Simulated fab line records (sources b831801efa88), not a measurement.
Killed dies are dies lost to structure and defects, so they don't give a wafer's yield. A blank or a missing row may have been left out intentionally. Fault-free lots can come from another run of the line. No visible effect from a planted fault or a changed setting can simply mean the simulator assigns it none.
Struck lot and sound lot, side by side :: flow sky130 :: 26 out of 708 route steps
Sound: wafers L729.2, L729.3, L729.4. Wafers L735.1, L735.2, L735.5 were the ones struck. Last of all comes the cause.
For every step that has rows: the tool of each side, followed by ch and its chambers, followed by its first start. Under that, the readings that differ: sound wafers :: struck wafers :: difference of the means :: sigmas: that difference in standard deviations of wafers without a fault.
alike: same words and numbers on both sides, and readings whose means sit less than 2 such deviations apart. not compared: any withheld reading, any reading some wafer has no value for, any bound like >300 that may hide the same value, and any number with overlapping values for which the record gives no deviation.
A row with sigmas, a row that says differs or no value, or rows on one side alone: a step with any of these is where the two part. When numbers do not overlap yet have no deviation, they are printed without sigmas and do not part them. A reading that every wafer of one side lacks parts them only if that side has two wafers or more.

first, 2 steps without rows for these wafers: SKY_VIA2_SPUTTER_20 (material TiN, target thk 20 nm, time 80 s); SKY_VIA2_CVD_21 (deposits W, target thk 420 nm, time 126.4 s).
SKY_VIA2_RS_MEAS_22: uses a four-point probe to measure.
  sound: film metro-04 at day 38 10:20; struck: film metro-04 at day 40 03:15
  alike: VIA2_W_RS
SKY_VIA2_THK_MEAS_23: measures by xrf.
  sound: film metro-04 at day 38 10:26; struck: film metro-04 at day 40 03:22
  alike: VIA2_W_THK
SKY_VIA2_CMP_24: polishes, stops on SiO2, t overpolish 20 s, target thk 0 nm.
  sound on cmp-02 ch 0,2,3, day 38 10:37; struck on cmp-01 ch 1,2,3, day 40 03:32
  alike: motor current A, overpolish run s, retaining ring pressure frac, time to endpoint s
SKY_METAL3_SPUTTER_00: material Ti, target thk 15 nm, time 10 s.
  sound: pvd sputter-04 at day 38 10:55; struck: pvd sputter-02 at day 40 03:44
  alike: throttle valve pct
SKY_METAL3_SPUTTER_01: material TiN, target thk 20 nm, time 16.7 s.
  sound: pvd sputter-04 at day 38 10:56; struck: pvd sputter-02 at day 40 03:45
  alike: throttle valve pct
then, 2 steps without rows for these wafers: SKY_METAL3_SPUTTER_02 (material AlCu, target thk 735 nm, time 39.1 s); SKY_METAL3_SPUTTER_03 (material Ti, target thk 5 nm, time 3.3 s).
SKY_METAL3_SPUTTER_04: material TiN, target thk 70 nm, time 58.3 s.
  sound: pvd sputter-04 at day 38 15:41; struck: pvd sputter-02 at day 40 03:50
  alike: throttle valve pct
SKY_CAPM_CVD_00: deposits SiO2, target thk 15.5 nm.
  sound on pecvd-01 ch 0,1,2, day 38 15:44; struck on pecvd-01 ch 0,1, day 40 03:53
  alike: heater power w
SKY_CAPM_THK_MEAS_01:
  sound: film metro-01 at day 38 15:46; struck: film metro-03 at day 40 03:55
  alike: CAPM_CVD_00_THK
SKY_CAPM_SPUTTER_02: material TiN, target thk 200 nm, time 166.7 s.
  sound: pvd sputter-03 at day 38 15:49; struck: pvd sputter-03 at day 40 03:58
  alike: throttle valve pct
SKY_CAPM_RS_MEAS_03: uses a four-point probe to measure.
  sound: film metro-02 at day 38 15:56; struck: film metro-03 at day 40 04:05
reading: CAPM_TIN_RS (ohm/sq)
sound: 6.87 6.95 7.01
struck: 8.01 8.05 8.06
difference: +1.10
sigmas: +15
SKY_CAPM_THK_MEAS_04: measures by xrf.
  sound: film metro-02 at day 38 16:03; struck: film metro-03 at day 40 04:12
reading: CAPM_TIN_THK (nm)
sound: 202.7 201.1 199.3
struck: 180.1 179.1 178.1
difference: -21.9
sigmas: -10
then, 7 steps without rows for these wafers: SKY_CAPM_DEHYDRATE_05 (time 60 s); SKY_CAPM_HMDS_06 (prime time 60 s); SKY_CAPM_COAT_07 (resist thk 1140 nm); SKY_CAPM_SOFTBAKE_08 (time 60 s); SKY_CAPM_EXPOSE_09 (exposes mask CAPM, target cd 1000 nm); SKY_CAPM_PEB_10; SKY_CAPM_DEVELOP_11 (develop time 60 s).
SKY_CAPM_OVL_MEAS_12:
  sound: overlay-02 at day 39 16:34; struck: overlay-01 at day 41 03:38
  alike: CAPM_OVL
SKY_CAPM_METAL_ETCH_13: etches TiN in Cl2/BCl3, stops on SiO2, target depth 220 nm, time 62.9 s.
  sound on rie metal-02 ch 1, day 39 16:37; struck on rie metal-01 ch 0,1, day 41 03:40
reading: oes product au (a.u.)
sound: 0.946 0.935 0.931
struck: 0.878 0.875 0.879
difference: -0.060
sigmas: -8

reading: throttle valve pct (%)
sound: 21.894 21.900 21.904
struck: 21.957 21.939 21.936
difference: +0.045
sigmas: +5
  alike: bcl3 flow sccm, drypump motor current A
  not compared: rf hours counter h
then, 1 step without rows for these wafers: SKY_CAPM_STRIP_14 (strips in O2/N2).
-- the record jumps here: 7 days lie between the struck wafers' starts before and after (it left off in module CAPM and takes up again in module PAD_OPEN, whose first step shown is number 708 of the route) --
SKY_PAD_OPEN_PROBE_99:
  sound: prober-02 at day 47 13:26; struck: prober-02 at day 48 15:24
  alike: defect limited yield, killed_at_M0_to_M3, killed_at_M4_up, killed at contacts, killed at front end, killed at other, killed dies, killed open, killed short, sort_bin_3_pad_short, sort_bin_5_function, sort_bin_6_memory, sort n pass, sort yield pct

## WHERE THEY PART
Last at SKY_CAPM_METAL_ETCH_13 as far as this record goes, first at SKY_CAPM_RS_MEAS_03. Later steps at which nothing parts them and some readings are alike: SKY_PAD_OPEN_PROBE_99.

WHY: what had been put in by the simulator
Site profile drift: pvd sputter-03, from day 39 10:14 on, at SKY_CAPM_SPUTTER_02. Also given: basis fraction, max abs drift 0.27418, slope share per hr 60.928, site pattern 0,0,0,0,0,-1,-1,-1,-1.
